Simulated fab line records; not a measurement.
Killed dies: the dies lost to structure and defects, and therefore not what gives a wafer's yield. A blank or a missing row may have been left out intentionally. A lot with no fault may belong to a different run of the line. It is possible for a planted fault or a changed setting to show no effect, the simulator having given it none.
fab line records    flow sfq_line
record lots=13  wafers=39  last_day=86
route steps=325 shown I3@135 M4@149 I4@165 JJ@183
lots untouched by any fault: they come from a run of this same line in which no faults occurred
start_h: start of the lot's first displayed wafer, in hours after the record's first day    wait_h: time in hours since the lot's previous step    " identical to the entry in the row above    L1.1+2: one row covering several wafers at once    - no value, or no start given    * or withheld: withheld    < > ~ a bound
route shown NAME@n: names a module that has steps shown in the file, with the first one's number in the route    usual: mean/standard deviation of fault-free wafers    same: alike in all rows    chamber/n: place in a boat    sites: readings site by site    _std_site: the standard deviation of these    _edge_site: outer sites' mean less inner sites'    radius_mm: for every site, how far away it sits from the centre of the wafer    mask NAME#n: copy n    behind: the most recent tool/chamber to have shaped the wafer    hold: cause of the lot's hold/its duration in hours/its outcome    device: the n, p or np transistor that did not switch    end of line: the route-end tests of the same wafers    step lacking rows: just its recipe    killed: the dies lost at the first sort to structure and to defects; this is not the yield of the wafer    map: a wafer's dies, x killed, . not, _ none there
set.NAME: the run value of the setting; set.NAME@STEP: its run value at that earlier step    model.NAME: the simulator's own value behind a step, which no gauge read
one table for each step of the route and one row for each wafer, over a sample of lots
services: the hour from which a tool's chamber was out of use, counted from the record's first day as start_h (under 0 if before that day), plus the number of hours and why
## steps
# step SFQ_I3_BOW_MEAS_922
# recipe mode=bow
# usual I3_BOW=0/9.2
lot.wafer  tool           chamber  start_h  wait_h  I3_BOW[um]
L970.2     film_metro-04  -        641.40   2.5     9
L970.4     "              -        "        "       13
L970.5     "              -        "        "       2
L971.3     film_metro-01  -        651.02   2.5     -1
L971.4     "              -        "        "       -17
L971.6     "              -        "        "       -7
L973.3     film_metro-04  -        767.67   1.5     -9
L973.5     "              -        "        "       1
L973.6     "              -        "        "       -18
L974.2     film_metro-03  -        854.29   1.5     -4
L974.3     "              -        "        "       7
L974.4     "              -        "        "       -5
L975.4     film_metro-03  -        863.49   2.6     -10
L975.5     "              -        "        "       -7
L975.6     "              -        "        "       3
L978.1     film_metro-01  -        915.97   1.5     -1
L978.3     "              -        "        "       18
L978.4     "              -        "        "       18
L980.1     film_metro-01  -        923.64   1.0     -2
L980.5     "              -        "        "       -10
L980.6     "              -        "        "       -5
L984.2     film_metro-04  -        1119.52  2.5     15
L984.4     "              -        "        "       1
L984.5     "              -        "        "       -3
L985.2     film_metro-04  -        1122.52  1.5     21
L985.3     "              -        "        "       20
L985.6     "              -        "        "       16
L987.1     film_metro-04  -        1127.39  1.5     -3
L987.3     "              -        "        "       1
L987.4     "              -        "        "       4
L988.2     film_metro-03  -        1131.01  1.5     9
L988.3     "              -        "        "       3
L988.4     "              -        "        "       8
L989.2     film_metro-04  -        1132.21  1.0     -9
L989.5     "              -        "        "       6
L989.6     "              -        "        "       -9
L991.1     film_metro-03  -        1138.19  1.0     0
L991.3     "              -        "        "       -4
L991.4     "              -        "        "       3
# step SFQ_TRILAYER_M4_DEP_SPUTTER_091
# recipe material=Nb  base_pressure_pa=1.33e-06  chamber_pressure_pa=0.1333  substrate_temp_c=20  resputter_cathode_voltage_v=400  target_thk_nm=200  power_w=2000  time_s=133.3
# usual chamber_pressure_pa=0.13332/0.00025  throttle_valve_pct=29.5/1.3
lot.wafer  tool            chamber  start_h  wait_h  chamber_pressure_pa  throttle_valve_pct
L970.2     pvd_sputter-03  -        800.23   0.0     0.13332              31.2
L970.4     "               -        "        "       0.13337              30.0
L970.5     "               -        "        "       0.13312              30.0
L971.3     pvd_sputter-05  -        812.37   0.0     0.13327              28.2
L971.4     "               -        "        "       0.13369              30.4
L971.6     "               -        "        "       0.13315              30.3
L973.3     pvd_sputter-06  -        818.13   0.0     0.13336              30.5
L973.5     "               -        "        "       0.13342              30.3
L973.6     "               -        "        "       0.13308              28.2
L974.2     pvd_sputter-03  -        861.27   0.0     0.13355              30.1
L974.3     "               -        "        "       0.13278              27.6
L974.4     "               -        "        "       0.13316              30.0
L975.4     pvd_sputter-06  -        867.99   0.0     0.13339              29.4
L975.5     "               -        "        "       0.13315              27.9
L975.6     "               -        "        "       0.13385              29.1
L978.1     pvd_sputter-06  -        922.42   0.0     0.13338              29.2
L978.3     "               -        "        "       0.13372              30.1
L978.4     "               -        "        "       0.13314              28.6
L980.1     pvd_sputter-03  -        940.42   0.0     0.13351              27.5
L980.5     "               -        "        "       0.13388              30.2
L980.6     "               -        "        "       0.13322              29.6
L984.2     pvd_sputter-05  -        1138.11  0.0     0.13329              30.4
L984.4     "               -        "        "       0.13337              28.0
L984.5     "               -        "        "       0.13347              28.2
L985.2     pvd_sputter-03  -        1139.91  0.0     0.13318              27.6
L985.3     "               -        "        "       0.1329               30.3
L985.6     "               -        "        "       0.13341              30.1
L987.1     pvd_sputter-03  -        1143.51  0.0     0.13265              30.0
L987.3     "               -        "        "       0.13335              30.1
L987.4     "               -        "        "       0.13312              27.4
L988.2     pvd_sputter-05  -        1146.91  0.0     0.13318              28.4
L988.3     "               -        "        "       0.13316              30.3
L988.4     "               -        "        "       0.13313              30.3
L989.2     pvd_sputter-06  -        1149.31  0.0     0.13319              28.7
L989.5     "               -        "        "       0.1331               29.3
L989.6     "               -        "        "       0.13361              28.7
L991.1     pvd_sputter-03  -        1157.81  0.0     0.1331               31.5
L991.3     "               -        "        "       0.13311              27.7
L991.4     "               -        "        "       0.13349              29.8
# step SFQ_M4_RS_MEAS_924
# recipe thk_meas_gauge=four-point-probe  reads=Nb_of_TRILAYER_M4_DEP_SPUTTER_091
# usual M4_NB_RS=0.892/0.0097
lot.wafer  tool           chamber  start_h  wait_h  M4_NB_RS[ohm/sq]
L970.2     film_metro-02  -        800.34   0.1     0.881
L970.4     "              -        "        "       0.888
L970.5     "              -        "        "       0.894
L971.3     film_metro-03  -        812.50   0.1     0.898
L971.4     "              -        "        "       0.897
L971.6     "              -        "        "       0.891
L973.3     film_metro-03  -        818.26   0.1     0.881
L973.5     "              -        "        "       0.877
L973.6     "              -        "        "       0.881
L974.2     film_metro-03  -        861.38   0.1     0.889
L974.3     "              -        "        "       0.893
L974.4     "              -        "        "       0.885
L975.4     film_metro-02  -        868.14   0.1     0.895
L975.5     "              -        "        "       0.883
L975.6     "              -        "        "       0.888
L978.1     film_metro-04  -        922.51   0.0     0.891
L978.3     "              -        "        "       0.851
L978.4     "              -        "        "       0.893
L980.1     film_metro-04  -        940.63   0.2     0.886
L980.5     "              -        "        "       0.882
L980.6     "              -        "        "       0.887
L984.2     film_metro-02  -        1138.22  0.1     0.887
L984.4     "              -        "        "       0.881
L984.5     "              -        "        "       0.883
L985.2     film_metro-02  -        1140.02  0.1     0.920
L985.3     "              -        "        "       0.905
L985.6     "              -        "        "       0.913
L987.1     film_metro-02  -        1143.60  0.0     0.889
L987.3     "              -        "        "       0.888
L987.4     "              -        "        "       0.899
L988.2     film_metro-04  -        1147.02  0.1     0.885
L988.3     "              -        "        "       0.886
L988.4     "              -        "        "       0.886
L989.2     film_metro-03  -        1149.42  0.1     0.890
L989.5     "              -        "        "       0.893
L989.6     "              -        "        "       0.894
L991.1     film_metro-02  -        1157.90  0.0     0.886
L991.3     "              -        "        "       0.894
L991.4     "              -        "        "       0.890
# step SFQ_TRILAYER_M4_ETCH_METAL_ETCH_096
# recipe target=Nb  stop_on=SiO2  mask_material=PR  chemistry=Cl2/Ar  target_depth_nm=240  icp_w=600  bias_w=77.47  pressure_mtorr=10  time_s=120
# usual drypump_motor_current_A=6.0/0.51  oes_product_au=0.894/0.0074
lot.wafer  tool          chamber  start_h  wait_h  drypump_motor_current_A  oes_product_au  rf_hours_counter_h
L970.2     rie_metal-01  0        925.66   0.0     5.3                      0.896           13
L970.4     "             0        "        "       5.3                      0.893           -
L970.5     "             1        "        "       6.2                      0.896           -
L971.3     rie_metal-01  0        940.10   0.1     5.3                      0.888           -
L971.4     "             1        "        "       6.2                      0.888           -
L971.6     "             0        "        "       5.3                      0.890           -
L973.3     rie_metal-03  0        947.30   0.1     6.7                      0.892           -
L973.5     "             0        "        "       6.6                      0.903           -
L973.6     "             1        "        "       6.1                      0.899           -
L974.2     rie_metal-03  0        1004.66  0.0     6.6                      0.893           71
L974.3     "             1        "        "       6.1                      0.886           -
L974.4     "             0        "        "       6.6                      0.899           -
L975.4     rie_metal-01  0        1013.25  0.2     5.3                      0.898           -
L975.5     "             0        "        "       5.3                      0.884           -
L975.6     "             0        "        "       5.3                      0.902           -
L978.1     rie_metal-03  1        1061.01  0.0     6.1                      0.894           90
L978.3     "             1        "        "       6.1                      0.916           -
L978.4     "             0        "        "       6.6                      0.892           -
L980.1     rie_metal-01  0        1086.27  0.1     5.3                      0.894           46
L980.5     "             0        "        "       5.3                      0.898           -
L980.6     "             0        "        "       5.3                      0.900           -
L984.2     rie_metal-03  0        1153.21  0.0     6.6                      0.892           93
L984.4     "             0        "        "       6.6                      0.906           -
L984.5     "             1        "        "       6.1                      0.890           -
L985.2     rie_metal-02  1        1158.13  0.1     5.2                      0.873           23
L985.3     "             0        "        "       6.1                      0.885           -
L985.6     "             1        "        "       5.2                      0.889           -
L987.1     rie_metal-01  1        1164.17  0.1     6.2                      0.895           9
L987.3     "             1        "        "       6.2                      0.896           -
L987.4     "             1        "        "       6.2                      0.890           -
L988.2     rie_metal-03  1        1167.71  0.0     6.1                      0.906           104
L988.3     "             0        "        "       6.6                      0.904           -
L988.4     "             1        "        "       6.1                      0.897           -
L989.2     rie_metal-02  0        1171.31  0.0     6.1                      0.898           38
L989.5     "             1        "        "       5.2                      0.898           -
L989.6     "             0        "        "       6.1                      0.894           -
L991.1     rie_metal-03  1        1179.71  0.0     6.1                      0.903           106
L991.3     "             0        "        "       6.7                      0.885           -
L991.4     "             1        "        "       6.1                      0.889           -
# step SFQ_I4_BOW_MEAS_927
# recipe mode=bow
# usual I4_BOW=1/9.4
lot.wafer  tool           chamber  start_h  wait_h  I4_BOW[um]
L970.2     film_metro-01  -        929.66   2.0     8
L970.4     "              -        "        "       13
L970.5     "              -        "        "       1
L971.3     film_metro-04  -        948.61   1.0     -1
L971.4     "              -        "        "       -17
L971.6     "              -        "        "       -6
L973.3     film_metro-02  -        954.22   1.0     -10
L973.5     "              -        "        "       1
L973.6     "              -        "        "       -19
L974.2     film_metro-04  -        1015.05  2.5     0
L974.3     "              -        "        "       12
L974.4     "              -        "        "       0
L975.4     film_metro-02  -        1026.31  2.1     -5
L975.5     "              -        "        "       -3
L975.6     "              -        "        "       8
L978.1     film_metro-04  -        1074.50  1.0     -1
L978.3     "              -        "        "       19
L978.4     "              -        "        "       18
L980.1     film_metro-04  -        1104.50  1.5     -2
L980.5     "              -        "        "       -10
L980.6     "              -        "        "       -4
L984.2     film_metro-01  -        1162.21  2.0     15
L984.4     "              -        "        "       0
L984.5     "              -        "        "       -3
L985.2     film_metro-02  -        1168.21  1.5     23
L985.3     "              -        "        "       21
L985.6     "              -        "        "       15
L987.1     film_metro-01  -        1177.19  1.5     -2
L987.3     "              -        "        "       1
L987.4     "              -        "        "       5
L988.2     film_metro-02  -        1182.01  2.5     6
L988.3     "              -        "        "       0
L988.4     "              -        "        "       5
L989.2     film_metro-01  -        1186.21  1.5     -3
L989.5     "              -        "        "       11
L989.6     "              -        "        "       -4
L991.1     film_metro-01  -        1193.99  2.5     4
L991.3     "              -        "        "       1
L991.4     "              -        "        "       5
# step SFQ_JJ_RS_MEAS_929
# recipe thk_meas_gauge=four-point-probe  reads=Nb_of_TRILAYER_JJ_TRILAYER_DEP_SPUTTER_112
# usual JJ_NB_RS=1.045/0.0096
lot.wafer  tool           chamber  start_h  wait_h  JJ_NB_RS[ohm/sq]
L970.2     film_metro-03  -        1075.10  0.1     1.051
L970.4     "              -        "        "       1.062
L970.5     "              -        "        "       1.058
L971.3     film_metro-01  -        1096.72  0.1     1.058
L971.4     "              -        "        "       1.051
L971.6     "              -        "        "       1.060
L973.3     film_metro-02  -        1100.32  0.1     1.048
L973.5     "              -        "        "       1.046
L973.6     "              -        "        "       1.057
L974.2     film_metro-02  -        1149.50  0.1     1.034
L974.3     "              -        "        "       1.037
L974.4     "              -        "        "       1.042
L975.4     film_metro-02  -        1163.52  0.1     1.035
L975.5     "              -        "        "       1.046
L975.6     "              -        "        "       1.045
L978.1     film_metro-01  -        1223.65  0.0     1.037
L978.3     "              -        "        "       1.038
L978.4     "              -        "        "       1.046
L980.1     film_metro-02  -        1262.46  0.0     1.045
L980.5     "              -        "        "       1.042
L980.6     "              -        "        "       1.048
L984.2     film_metro-03  -        1294.88  0.1     1.044
L984.4     "              -        "        "       1.044
L984.5     "              -        "        "       1.050
L985.2     film_metro-01  -        1299.88  0.1     1.037
L985.3     "              -        "        "       1.026
L985.6     "              -        "        "       1.026
L987.1     film_metro-03  -        1306.86  0.0     1.034
L987.3     "              -        "        "       1.036
L987.4     "              -        "        "       1.038
L988.2     film_metro-01  -        1312.09  0.1     1.042
L988.3     "              -        "        "       1.041
L988.4     "              -        "        "       1.039
L989.2     film_metro-02  -        1316.44  0.1     1.046
L989.5     "              -        "        "       1.065
L989.6     "              -        "        "       1.053
L991.1     film_metro-03  -        1322.42  0.0     1.062
L991.3     "              -        "        "       1.063
L991.4     "              -        "        "       1.067
## services
tool            chamber  start_h  hours  kind
rie_metal-01    -        776.70   0.8    repair
pvd_sputter-03  -        815.04   1.8    repair
pvd_sputter-05  -        837.34   2.3    repair
pvd_sputter-06  -        847.61   1.6    repair
rie_metal-03    0        863.06   8.7    repair
rie_metal-03    1        864.56   7.5    repair
rie_metal-02    0        886.28   3.5    repair
rie_metal-03    1        893.49   1.3    repair
rie_metal-02    -        898.73   28.1   pm
rie_metal-02    1        928.93   20.3   repair
pvd_sputter-03  3        937.21   -      consumable_replace:kit
pvd_sputter-03  3        937.21   18.0   scheduled_down
rie_metal-03    -        981.79   0.2    repair
rie_metal-01    1        1004.32  48.7   repair
pvd_sputter-03  -        1040.86  0.9    repair
pvd_sputter-05  -        1074.73  2.5    repair
rie_metal-03    -        1085.31  15.8   repair
rie_metal-02    -        1091.76  2.8    pm
pvd_sputter-03  -        1092.09  2.5    repair
rie_metal-01    -        1115.28  28.1   pm
rie_metal-03    -        1138.70  2.8    pm
rie_metal-01    0        1158.35  12.4   repair
pvd_sputter-06  -        1159.98  4.5    repair
pvd_sputter-05  -        1163.63  1.0    repair
## key
first_sign step=SFQ_M4_RS_MEAS_924  reading=M4_NB_RS  direction=down  sigmas=4.1  usual=0.892  struck=0.851
effect step=SFQ_TRILAYER_M4_ETCH_METAL_ETCH_096  reading=oes_product_au  direction=up  sigmas=3.1  usual=0.894  struck=0.916
met_at SFQ_TRILAYER_M4_DEP_SPUTTER_091
struck_lots L978
struck_wafers L978.3
not_acting_at SFQ_I3_BOW_MEAS_922,SFQ_I4_BOW_MEAS_927,SFQ_JJ_RS_MEAS_929
onset_between 818.13 922.42
fault kind=process_parameter_drift  tool=pvd_sputter-06  chamber=-  onset_h=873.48  steps=SFQ_TRILAYER_M4_DEP_SPUTTER_091  channel=time_s  offset=*  shape=step  end_h=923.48  acts_in=*  stated=*  scope=struck_wafers_only
